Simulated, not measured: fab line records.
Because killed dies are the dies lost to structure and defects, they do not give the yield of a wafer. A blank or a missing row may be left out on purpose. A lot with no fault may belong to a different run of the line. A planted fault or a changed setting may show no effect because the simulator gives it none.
A struck lot beside a sound one	flow sky130	16 out of 708 route steps
Sound: wafers L334.1, L334.2, L334.3. Struck: wafers L339.2, L339.3 (left out: L339.5, a lot-mate that was not struck); the cause follows at the end.
For every step that has rows: the tool of each side, followed by ch and its chambers, followed by its first start. Under that, the readings that differ: sound wafers	struck wafers	difference of the means	sigmas: that difference in standard deviations of wafers without a fault.
alike: same words and numbers on both sides, and readings whose means sit less than 2 such deviations apart. not compared: any withheld reading, any reading some wafer has no value for, any bound like >300 that may hide the same value, and any number with overlapping values for which the record gives no deviation.
A row with sigmas, a row that says differs or no value, or rows on one side alone: a step with any of these is where the two part. Numbers that don't overlap but have no deviation are shown without sigmas and don't part them. A reading that every wafer of one side lacks parts them only if that side has two wafers or more.

first, 8 steps without rows for these wafers: SKY_METAL2_DEHYDRATE_07 (time 60 s); SKY_METAL2_HMDS_08 (prime time 60 s); SKY_METAL2_COAT_09 (resist thk 60 nm); SKY_METAL2_COAT_10 (resist thk 450 nm); SKY_METAL2_SOFTBAKE_11 (time 90 s); SKY_METAL2_EXPOSE_12 (exposes mask MM2, target cd 140 nm); SKY_METAL2_PEB_13; SKY_METAL2_DEVELOP_14 (develop time 60 s).
SKY_METAL2_CD_MEAS_15 targets a cd of 140 nm.
  sound: cd-sem-02 at day 36 19:48; struck: cd-sem-01 at day 38 09:16
  alike: cd-nm
SKY_METAL2_OVL_MEAS_16:
  sound: overlay-02 at day 36 19:55; struck: overlay-01 at day 38 09:23
  alike: METAL2_OVL
SKY_METAL2_DESCUM_17: chemistry O2, time 8 s.
  sound on rie-metal-04 ch 0,1, day 36 19:58; struck on rie-metal-03 ch 1, day 38 09:25
reading	sound	struck	difference	sigmas
drypump-motor-current-A (A)	6.0 5.8 6.0	5.1 5.1	-0.8	-2
  alike: oes-product-au
  not compared: rf-hours-counter-h
SKY_METAL2_ETCH_18: etches BARC in N2/H2, stops on SiO2, time 45.9 s, target depth 60 nm.
  sound on rie-metal-04 ch 0,1, day 36 19:59; struck on rie-metal-03 ch 1, day 38 09:26
reading	sound	struck	difference	sigmas
drypump-motor-current-A (A)	6.0 5.8 6.0	5.1 5.1	-0.8	-2
  alike: oes-product-au, run-length-s, throttle-valve-pct
  not compared: rf-hours-counter-h
SKY_METAL2_METAL_ETCH_19: etches the open film in Cl2/BCl3, stops on SiO2, target depth 360 nm, time 78 s.
  sound on rie-metal-04 ch 0,1, day 36 20:03; struck on rie-metal-03 ch 1, day 38 09:30
reading	sound	struck	difference	sigmas
drypump-motor-current-A (A)	5.9 5.8 6.0	5.1 5.1	-0.8	-2
oes-product-au (a.u.)	0.857 0.848 0.848	0.996 0.994	+0.144	+24
run-length-s (s)	106.1 106.1 106.2	90.0 89.9	-16.2	-48
model.KrF-thick_of_METAL2_COAT_10.thk-nm (nm)	162.6 162.6 162	208.3 207.5	+45.5	
model.METAL2.cd-nm (nm)	139 139.5 140.3	146.1 150.1	+8.5	
model.SiO2_of_VIA1_HDPCVD_00.thk-nm (nm)	331.1 331.4 331.4	332.5 332.4	+1.1	
  alike: bcl3-flow-sccm, throttle-valve-pct
  not compared: rf-hours-counter-h
SKY_METAL2_STRIP_20: strips in O2/N2.
  sound on plasma-asher-03 ch 0,1, day 36 20:08; struck on plasma-asher-03 ch 1, day 38 09:35
reading	sound	struck	difference	sigmas
oes-product-au (a.u.)	0.350 0.344 0.344	0.365 0.369	+0.021	+4
strip-time-to-endpoint-s (s)	2.75 2.75 2.73	3.23 3.23	+0.49	+13
  alike: drypump-motor-current-A
  not compared: rf-hours-counter-h
then, 1 step without rows for these wafers: SKY_METAL2_STRIP_21 (strips in post etch residue remover, time 1200 s).
-- the record jumps here: 10 days lie between the struck wafers' starts before and after (it left off in module METAL2 and takes up again in module PAD_OPEN, whose first step shown is number 708 of the route) --
SKY_PAD_OPEN_PROBE_99:
  sound: prober-02 at day 47 04:04; struck: prober-02 at day 48 08:49
reading	sound	struck	difference	sigmas
model.etest.met2.width-nm (nm)	142.4 137.8 140	143.4 148.6	+5.9	
model.etest.met2-comb.leak-log10-a-um	-12.08 -12.06 -12.02	-8.019 -8.217	+3.935	
model.etest.met2.line-ohm-um	0.9099 0.9505 0.9297	0.8899 0.864	-0.0531	

WHERE THEY PART
Last at SKY_METAL2_STRIP_20 as far as this record goes, first at SKY_METAL2_DESCUM_17.

WHY: whatever the simulator had introduced
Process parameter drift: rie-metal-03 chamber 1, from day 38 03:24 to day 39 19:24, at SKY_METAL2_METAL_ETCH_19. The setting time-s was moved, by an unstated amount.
